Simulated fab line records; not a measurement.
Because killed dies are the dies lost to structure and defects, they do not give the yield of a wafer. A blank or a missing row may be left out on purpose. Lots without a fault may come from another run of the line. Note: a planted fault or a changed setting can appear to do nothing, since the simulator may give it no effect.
One fault seen from 2 desks | flow gf180mcu | only its own numbers are on each desk; what lay behind them is given at the end

## THE METROLOGY DESK
What the gauges read for every lot (on any tool): the sampled wafers with a number, averaged. The brackets show how far a lot's mean lies from the usual mean; more than 4 standard deviations puts the lot out of limits, marked OUT.
Columns: A = cdNm at GF_V4_CD_MEAS_14, usual 260.1 nm; B = V5_W_RS at GF_V5_RS_MEAS_24, usual 0.328 ohm/sq
lot  | first seen here | A     | B
L264 | day 24 09:29    | 260.8 | 0.330
L265 | day 24 22:26    | 258.5 | 0.328
L266 | day 25 02:05    | 260.5 | 0.328
L267 | day 25 06:17    | 260.5 | 0.331
L268 | day 25 19:17    | 260.3 | 0.323
L269 | day 26 01:22    | 260.0 | 0.327
L270 | day 26 07:20    | 259.8 | 0.328
L271 | day 27 00:11    | 260.2 | 0.324
L272 | day 27 05:19    | 258.5 | 0.329
L273 | day 27 06:40    | 261.6 | 0.334
L283 | day 30 08:41    | 260.9 | 0.328
L284 | day 30 12:36    | 261.0 | 0.329
L285 | day 30 16:29    | 260.9 | 0.326
This desk's verdict: no lot among the 13 shows anything out of limits.

## THE TOOL OWNER'S DESK: pvdSputter-02
At GF_M1_SPUTTER_01 (material TiN, target thk 30 nm, time 25 s) the tool's own readings: per lot run on this tool, the mean of the sampled wafers that have a number. The brackets show how far a lot's mean lies from the usual mean; more than 4 standard deviations puts the lot out of limits, marked OUT.
Columns: A = throttleValvePct at GF_M1_SPUTTER_01, usual 29.6 %
lot  | first seen here | A
L264 | day 16 01:58    | 30.4
L265 | day 16 18:07    | 29.3
L266 | day 16 21:01    | 29.1
L267 | day 16 23:38    | 29.4
L268 | day 17 17:19    | 30.4
L269 | day 17 23:05    | 30.1
L271 | day 18 23:22    | 29.6
L272 | day 19 05:41    | 29.8
L285 | day 23 11:50    | 30.7
This desk's verdict: no lot among the 9 shows anything out of limits.

## PUT TOGETHER
Nothing out of limits was seen by the metrology desk.
The desk of the tool owner found nothing out of limits.

## WHAT THE SIMULATOR HAD PUT IN
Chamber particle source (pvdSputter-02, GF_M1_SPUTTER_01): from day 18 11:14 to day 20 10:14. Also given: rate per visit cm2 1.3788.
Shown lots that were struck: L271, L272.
